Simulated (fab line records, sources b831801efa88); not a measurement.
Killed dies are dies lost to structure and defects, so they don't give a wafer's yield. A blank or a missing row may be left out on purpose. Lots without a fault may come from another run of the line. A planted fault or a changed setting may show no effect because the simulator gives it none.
Which tool did it? | flow gf180mcu | 24 lots, 72 wafers sampled, at 5 steps of a route of 602

WHAT THE GAUGES READ, wafer by wafer
GF_V4_CD_MEAS_14: target cd 260 nm. Usual: cd_nm 260.1 nm, standard deviation 1.1.
lot  | measured     | on        | cd_nm (nm)        | flag
L074 | day 24 18:03 | cd_sem-02 | 260.3 260.5 261.1 |
L075 | day 25 04:34 | cd_sem-01 | 259.5 260.9 259.8 |
L077 | day 25 05:58 | cd_sem-02 | 258.5 259.4 259.5 |
L076 | day 25 09:43 | cd_sem-02 | 260.8 260.5 260.6 |
L078 | day 25 21:24 | cd_sem-02 | 263.1 262.4 263.3 |
L079 | day 26 02:47 | cd_sem-02 | 258.8 258.9 259.4 |
L080 | day 26 15:43 | cd_sem-01 | 260.2 259.4 258.9 |
L081 | day 26 18:27 | cd_sem-01 | 259.6 259.5 260.0 |
L082 | day 27 09:40 | cd_sem-01 | 260.7 260.1 259.7 |
L083 | day 27 16:22 | cd_sem-02 | 259.1 259.5 258.6 |
L084 | day 27 21:33 | cd_sem-02 | 261.8 262.0 261.4 |
L085 | day 28 06:36 | cd_sem-01 | 260.3 260.1 260.4 |
L086 | day 28 12:53 | cd_sem-02 | 261.0 260.8 262.1 |
L087 | day 28 23:35 | cd_sem-01 | 260.0 258.2 258.4 |
L089 | day 29 11:25 | cd_sem-01 | 259.7 259.2 259.9 |
L088 | day 29 13:28 | cd_sem-02 | 259.0 259.1 258.6 |
L091 | day 30 00:41 | cd_sem-01 | 258.6 258.8 258.2 |
L090 | day 30 02:32 | cd_sem-01 | 261.9 261.6 261.3 |
L092 | day 30 11:17 | cd_sem-01 | 260.5 260.7 260.6 |
L093 | day 30 17:22 | cd_sem-02 | 259.6 260.4 260.5 |
L095 | day 30 20:08 | cd_sem-02 | 260.8 260.4 260.5 |
L094 | day 30 22:03 | cd_sem-01 | 259.9 259.8 259.5 |
L096 | day 31 07:00 | cd_sem-01 | 259.8 261.4 260.9 |
L097 | day 31 13:29 | cd_sem-02 | 258.5 260.4 260.0 |

GF_MIM_THK_MEAS_06. Usual: MIM_CVD_05_THK 42.1 nm, standard deviation 0.58.
lot  | measured     | on            | MIM_CVD_05_THK (nm) | flag
L074 | day 24 19:53 | film_metro-04 | 41.3 41.3 42.1      |
L075 | day 25 06:26 | film_metro-02 | 41.8 42.0 42.3      |
L077 | day 25 07:44 | film_metro-02 | 41.9 41.5 42.4      |
L076 | day 25 11:28 | film_metro-03 | 41.9 41.5 42.9      |
L078 | day 25 23:10 | film_metro-04 | 41.7 41.4 42.2      |
L079 | day 26 04:59 | film_metro-04 | 42.3 42.0 42.9      |
L080 | day 26 17:53 | film_metro-03 | 42.0 41.9 41.6      |
L081 | day 26 20:34 | film_metro-03 | 41.7 42.5 42.3      |
L082 | day 27 11:43 | film_metro-03 | 41.9 41.9 42.3      |
L083 | day 27 18:08 | film_metro-04 | 41.9 42.2 42.6      |
L084 | day 27 23:22 | film_metro-04 | 40.8 42.1 41.9      |
L085 | day 28 08:22 | film_metro-04 | 41.8 41.8 41.9      |
L086 | day 28 14:40 | film_metro-03 | 41.6 41.7 41.8      |
L087 | day 29 01:20 | film_metro-03 | 42.2 42.3 42.3      |
L089 | day 29 13:13 | film_metro-04 | 41.5 42.6 41.9      |
L088 | day 29 15:13 | film_metro-03 | 42.0 42.5 42.7      |
L091 | day 30 02:28 | film_metro-02 | 41.9 42.0 42.9      |
L090 | day 30 04:20 | film_metro-03 | 41.3 41.0 41.6      |
L092 | day 30 13:08 | film_metro-03 | 41.5 42.6 42.4      |
L093 | day 30 19:08 | film_metro-03 | 42.3 43.2 43.2      |
L095 | day 30 21:55 | film_metro-04 | 42.1 41.8 43.1      |
L094 | day 30 23:49 | film_metro-02 | 41.8 41.7 42.2      |
L096 | day 31 08:46 | film_metro-02 | 41.9 41.5 42.2      |
L097 | day 31 15:28 | film_metro-02 | 42.7 42.3 43.5      |

WHICH TOOL RAN EACH LOT (tool, then ch and the chambers of the sampled wafers, then the start)
lot  | GF_V4_ETCH_17                                 | GF_MIM_SPUTTER_00            | GF_MIM_SPUTTER_03
L074 | rie_diel-03 ch 0,1,3, day 24 19:36 or earlier | pvd_sputter-03, day 24 19:36 | pvd_sputter-03, day 24 19:46
L075 | rie_diel-03 ch 0,1,2, day 25 06:11 or earlier | pvd_sputter-03, day 25 06:11 | pvd_sputter-03, day 25 06:20
L077 | rie_diel-02 ch 1,2,3, day 25 07:28 or earlier | pvd_sputter-03, day 25 07:28 | pvd_sputter-03, day 25 07:37
L076 | rie_diel-01 ch 0,3, day 25 11:13 or earlier   | pvd_sputter-02, day 25 11:13 | pvd_sputter-02, day 25 11:22
L078 | rie_diel-01 ch 0,1,3, day 25 22:55 or earlier | pvd_sputter-03, day 25 22:55 | pvd_sputter-03, day 25 23:05
L079 | rie_diel-01 ch 0,3, day 26 04:43 or earlier   | pvd_sputter-04, day 26 04:43 | pvd_sputter-04, day 26 04:52
L080 | rie_diel-02 ch 1,2,3, day 26 17:39 or earlier | pvd_sputter-03, day 26 17:39 | pvd_sputter-03, day 26 17:46
L081 | rie_diel-01 ch 0,2,3, day 26 20:18 or earlier | pvd_sputter-03, day 26 20:18 | pvd_sputter-03, day 26 20:28
L082 | rie_diel-01 ch 0,1, day 27 11:27 or earlier   | pvd_sputter-04, day 27 11:27 | pvd_sputter-04, day 27 11:37
L083 | rie_diel-02 ch 0,3, day 27 17:51 or earlier   | pvd_sputter-02, day 27 17:51 | pvd_sputter-02, day 27 18:01
L084 | rie_diel-01 ch 0,1, day 27 23:06 or earlier   | pvd_sputter-03, day 27 23:06 | pvd_sputter-03, day 27 23:16
L085 | rie_diel-01 ch 1,2,3, day 28 08:07 or earlier | pvd_sputter-04, day 28 08:07 | pvd_sputter-04, day 28 08:16
L086 | rie_diel-03 ch 0,1,3, day 28 14:25 or earlier | pvd_sputter-02, day 28 14:25 | pvd_sputter-02, day 28 14:34
L087 | rie_diel-02 ch 0,1,3, day 29 01:04 or earlier | pvd_sputter-02, day 29 01:04 | pvd_sputter-02, day 29 01:13
L089 | rie_diel-02 ch 2,3, day 29 12:57 or earlier   | pvd_sputter-02, day 29 12:57 | pvd_sputter-02, day 29 13:07
L088 | rie_diel-02 ch 0,1, day 29 14:57 or earlier   | pvd_sputter-03, day 29 14:57 | pvd_sputter-03, day 29 15:07
L091 | rie_diel-02 ch 0,1, day 30 02:12 or earlier   | pvd_sputter-03, day 30 02:12 | pvd_sputter-03, day 30 02:22
L090 | rie_diel-02 ch 0,1,2, day 30 04:05 or earlier | pvd_sputter-02, day 30 04:05 | pvd_sputter-02, day 30 04:15
L092 | rie_diel-02 ch 0,2, day 30 12:52 or earlier   | pvd_sputter-02, day 30 12:52 | pvd_sputter-02, day 30 13:01
L093 | rie_diel-03 ch 0,2,3, day 30 18:52 or earlier | pvd_sputter-04, day 30 18:52 | pvd_sputter-04, day 30 19:01
L095 | rie_diel-01 ch 0,3, day 30 21:39 or earlier   | pvd_sputter-04, day 30 21:39 | pvd_sputter-04, day 30 21:49
L094 | rie_diel-01 ch 0,1, day 30 23:34 or earlier   | pvd_sputter-02, day 30 23:34 | pvd_sputter-02, day 30 23:43
L096 | rie_diel-01 ch 1,2, day 31 08:31 or earlier   | pvd_sputter-04, day 31 08:31 | pvd_sputter-04, day 31 08:40
L097 | rie_diel-01 ch 2,3, day 31 15:12 or earlier   | pvd_sputter-04, day 31 15:12 | pvd_sputter-04, day 31 15:22
- GF_V4_ETCH_17: etches SiO2 in C4F8/O2/Ar, stops on TiN, target depth 630 nm.
- GF_MIM_SPUTTER_00: material Ti, target thk 37.5 nm, time 150 s.
- GF_MIM_SPUTTER_03: material Ti, target thk 10 nm, time 6.7 s.

WHAT THE TOOLS THEMSELVES READ (means of the sampled wafers that have a number; where no wafer has one, the mark that the record gives instead)
GF_V4_ETCH_17. Usual: oes_product_au 0.856 a.u., standard deviation 0.0045; rf_fwd_power_W 1492 W, standard deviation 5.3.
lot  | tool        | oes_product_au (a.u.) | rf_fwd_power_W (W) | flag
L074 | rie_diel-03 | 0.861                 | 1496               |
L075 | rie_diel-03 | 0.858                 | 1492               |
L077 | rie_diel-02 | 0.854                 | 1489               |
L076 | rie_diel-01 | 0.851                 | 1495               |
L078 | rie_diel-01 | 0.856                 | 1496               |
L079 | rie_diel-01 | 0.855                 | 1494               |
L080 | rie_diel-02 | 0.850                 | 1491               |
L081 | rie_diel-01 | 0.853                 | 1495               |
L082 | rie_diel-01 | 0.853                 | 1488               |
L083 | rie_diel-02 | 0.854                 | 1493               |
L084 | rie_diel-01 | 0.855                 | 1495               |
L085 | rie_diel-01 | 0.854                 | 1494               |
L086 | rie_diel-03 | 0.856                 | 1492               |
L087 | rie_diel-02 | 0.860                 | 1495               |
L089 | rie_diel-02 | 0.856                 | 1493               |
L088 | rie_diel-02 | 0.857                 | 1489               |
L091 | rie_diel-02 | 0.853                 | 1490               |
L090 | rie_diel-02 | 0.858                 | 1491               |
L092 | rie_diel-02 | 0.855                 | 1488               |
L093 | rie_diel-03 | 0.858                 | 1493               |
L095 | rie_diel-01 | 0.856                 | 1497               |
L094 | rie_diel-01 | 0.859                 | 1494               |
L096 | rie_diel-01 | 0.856                 | 1494               |
L097 | rie_diel-01 | 0.854                 | 1495               |

GF_MIM_SPUTTER_00. Usual: cathode_dc_power_W 4000.0 W, standard deviation 0.76; throttle_valve_pct 29.4 %, standard deviation 0.91.
lot  | tool           | cathode_dc_power_W (W) | throttle_valve_pct (%) | flag
L074 | pvd_sputter-03 | 4000.1                 | 29.8                   |
L075 | pvd_sputter-03 | 3999.9                 | 29.1                   |
L077 | pvd_sputter-03 | 4000.2                 | 29.9                   |
L076 | pvd_sputter-02 | 4000.0                 | 30.5                   |
L078 | pvd_sputter-03 | 4000.4                 | 29.9                   |
L079 | pvd_sputter-04 | 3999.6                 | 29.2                   |
L080 | pvd_sputter-03 | 4000.0                 | 29.5                   |
L081 | pvd_sputter-03 | 4000.2                 | 29.4                   |
L082 | pvd_sputter-04 | 4000.4                 | 29.1                   |
L083 | pvd_sputter-02 | 4000.6                 | 31.1                   |
L084 | pvd_sputter-03 | 4000.7                 | 29.8                   |
L085 | pvd_sputter-04 | 3999.9                 | 28.8                   |
L086 | pvd_sputter-02 | 3999.0                 | 29.7                   |
L087 | pvd_sputter-02 | 4000.1                 | 30.5                   |
L089 | pvd_sputter-02 | 3999.3                 | 29.5                   |
L088 | pvd_sputter-03 | 3999.6                 | 29.0                   |
L091 | pvd_sputter-03 | 3999.2                 | 29.6                   |
L090 | pvd_sputter-02 | 3999.4                 | 30.2                   |
L092 | pvd_sputter-02 | 3999.6                 | 29.9                   |
L093 | pvd_sputter-04 | 3999.7                 | 29.0                   |
L095 | pvd_sputter-04 | 3999.7                 | 28.8                   |
L094 | pvd_sputter-02 | 4000.2                 | 29.6                   |
L096 | pvd_sputter-04 | 4000.0                 | 28.8                   |
L097 | pvd_sputter-04 | 3999.8                 | 28.6                   |

GF_MIM_SPUTTER_03. Usual: cathode_dc_power_W 3000.0 W, standard deviation 0.58; throttle_valve_pct 29.5 %, standard deviation 0.95.
lot  | tool           | cathode_dc_power_W (W) | throttle_valve_pct (%) | flag
L074 | pvd_sputter-03 | 2999.3                 | 29.9                   |
L075 | pvd_sputter-03 | 3000.5                 | 29.1                   |
L077 | pvd_sputter-03 | 3000.4                 | 29.8                   |
L076 | pvd_sputter-02 | 3000.1                 | 30.4                   |
L078 | pvd_sputter-03 | 3000.1                 | 29.9                   |
L079 | pvd_sputter-04 | 2999.9                 | 29.1                   |
L080 | pvd_sputter-03 | 3000.1                 | 29.4                   |
L081 | pvd_sputter-03 | 3000.3                 | 29.3                   |
L082 | pvd_sputter-04 | 3000.1                 | 29.0                   |
L083 | pvd_sputter-02 | 2999.5                 | 31.3                   |
L084 | pvd_sputter-03 | 2999.9                 | 29.8                   |
L085 | pvd_sputter-04 | 2999.7                 | 28.8                   |
L086 | pvd_sputter-02 | 3000.2                 | 29.8                   |
L087 | pvd_sputter-02 | 3000.5                 | 30.5                   |
L089 | pvd_sputter-02 | 3000.2                 | 29.5                   |
L088 | pvd_sputter-03 | 2999.8                 | 29.0                   |
L091 | pvd_sputter-03 | 3000.0                 | 29.3                   |
L090 | pvd_sputter-02 | 2999.9                 | 30.0                   |
L092 | pvd_sputter-02 | 3000.0                 | 30.0                   |
L093 | pvd_sputter-04 | 2999.8                 | 29.1                   |
L095 | pvd_sputter-04 | 3000.0                 | 28.8                   |
L094 | pvd_sputter-02 | 3000.3                 | 29.8                   |
L096 | pvd_sputter-04 | 3000.5                 | 28.8                   |
L097 | pvd_sputter-04 | 2999.4                 | 28.6                   |

THE ANSWER, worked out from the rows above alone
Rule: a lot is off if the mean of its wafers that have a number lies more than 3 standard deviations from the usual mean. A lot without any number at a reading at which 4 lots or more have one is off too. The other lots that the step has rows for count as sound. The gauges are gone through in route order, then the tools' own readings, and for those a lot's mean is taken as printed above. The first step at which some lot is off is used, and at that step the reading that is off furthest; a lot without a number counts as furthest.
No lot is off at any reading shown: from this, nothing can be told.

WHAT THE SIMULATOR HAD PUT IN
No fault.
